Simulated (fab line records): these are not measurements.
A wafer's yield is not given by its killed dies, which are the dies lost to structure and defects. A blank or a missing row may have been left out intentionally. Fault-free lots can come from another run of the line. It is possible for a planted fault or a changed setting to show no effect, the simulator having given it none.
Struck lot and sound lot, side by side	flow sky130	17 out of 708 route steps
Sound: these wafers, L612.3, L612.4, L612.6. Struck: wafer L621.2 (L621.3, L621.6, from the same lot, were not struck and are left out); the cause is given at the end.
Order at every step that has rows: each side's tool, ch and its chambers, its first start. Under that, the readings that differ: sound wafers	struck wafers	difference of the means	sigmas: that difference in standard deviations of wafers without a fault.
alike: readings with means less than 2 such deviations apart, plus words and numbers identical on both sides. not compared: withheld readings, readings lacking a value on some wafer, bounds such as >300 that could conceal the same value, and numbers that have no deviation in the record and whose values overlap.
The two part at a step that has a row with sigmas, a row that says differs or no value, or rows on one side only. When numbers do not overlap yet have no deviation, they are printed without sigmas and do not part them. A reading that every wafer of one side lacks parts them only if that side has two wafers or more.

SKY_LOCAL_INTERCONNECT_RS_MEAS_01: measurement is done with a four-point probe.
  sound on film-metro-03, day 32 06:39; struck on film-metro-03, day 35 15:19
  alike: LOCAL_INTERCONNECT_TIN_RS
SKY_LOCAL_INTERCONNECT_THK_MEAS_02: measures by xrf.
  sound on film-metro-03, day 32 06:45; struck on film-metro-03, day 35 15:26
  alike: LOCAL_INTERCONNECT_TIN_THK
then, 8 steps without rows for these wafers: SKY_LOCAL_INTERCONNECT_DEHYDRATE_03 (time 60 s); SKY_LOCAL_INTERCONNECT_HMDS_04 (prime time 60 s); SKY_LOCAL_INTERCONNECT_COAT_05 (resist thk 60 nm); SKY_LOCAL_INTERCONNECT_COAT_06 (resist thk 450 nm); SKY_LOCAL_INTERCONNECT_SOFTBAKE_07 (time 90 s); SKY_LOCAL_INTERCONNECT_EXPOSE_08 (exposes mask LI1M, target cd 170 nm); SKY_LOCAL_INTERCONNECT_PEB_09; SKY_LOCAL_INTERCONNECT_DEVELOP_10 (develop time 60 s).
SKY_LOCAL_INTERCONNECT_CD_MEAS_11: the cd target is 170 nm.
  sound on cd-sem-02, day 33 08:57; struck on cd-sem-01, day 36 16:37
  alike: cd-nm
SKY_LOCAL_INTERCONNECT_OVL_MEAS_12:
  sound on overlay-02, day 33 09:02; struck on overlay-01, day 36 16:44
  alike: LOCAL_INTERCONNECT_OVL
SKY_LOCAL_INTERCONNECT_ETCH_13: etches BARC in N2/H2, stops on SiO2, time 45.9 s, target depth 60 nm.
  sound on rie-metal-03 ch 0, day 33 09:07; struck on rie-metal-03 ch 1, day 36 16:46
reading	sound	struck	difference	sigmas
rf-hours-counter-h (h)	- - -	2	no value on the sound wafers	
model.KrF-thick_of_LOCAL_INTERCONNECT_COAT_06.thk-nm (nm)	393.4 392 393.1	401.4	+8.6	
  alike: drypump-motor-current-A, oes-product-au, throttle-valve-pct
SKY_LOCAL_INTERCONNECT_METAL_ETCH_14: etches TiN in Cl2/BCl3, stops on PSG, target depth 110 nm, time 31.4 s.
  sound on rie-metal-03 ch 0, day 33 09:14; struck on rie-metal-03 ch 1, day 36 16:49
reading	sound	struck	difference	sigmas
rf-hours-counter-h (h)	- - -	2	no value on the sound wafers	
model.KrF-thick_of_LOCAL_INTERCONNECT_COAT_06.thk-nm (nm)	349 347.8 348.3	357	+9	
  alike: drypump-motor-current-A, oes-product-au, throttle-valve-pct
SKY_LOCAL_INTERCONNECT_STRIP_15: strips in O2/N2.
  sound on plasma-asher-04 ch 0,1, day 33 09:20; struck on plasma-asher-04 ch 0, day 36 16:52
reading	sound	struck	difference	sigmas
rf-hours-counter-h (h)	- - -	96	no value on the sound wafers	
strip-time-to-endpoint-s (s)	4.734 4.736 4.719	4.817	+0.087	+5
  alike: drypump-motor-current-A, oes-product-au
then, 1 step without rows for these wafers: SKY_LOCAL_INTERCONNECT_STRIP_16 (strips in post etch residue remover, time 1200 s).
-- the record jumps here: 14 days lie between the struck wafers' starts before and after (it left off in module LOCAL_INTERCONNECT and takes up again in module PAD_OPEN, whose first step shown is number 708 of the route) --
SKY_PAD_OPEN_PROBE_99:
  rows exist in the record for the struck wafers here (prober-02, day 50 09:19), but not for the sound ones

## WHERE THEY PART
At SKY_LOCAL_INTERCONNECT_ETCH_13 first; at SKY_PAD_OPEN_PROBE_99 last (within this record only).

WHY: what the simulator had put in
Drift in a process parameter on rie-metal-03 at SKY_LOCAL_INTERCONNECT_ETCH_13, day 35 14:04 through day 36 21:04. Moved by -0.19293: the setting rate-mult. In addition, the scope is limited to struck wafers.
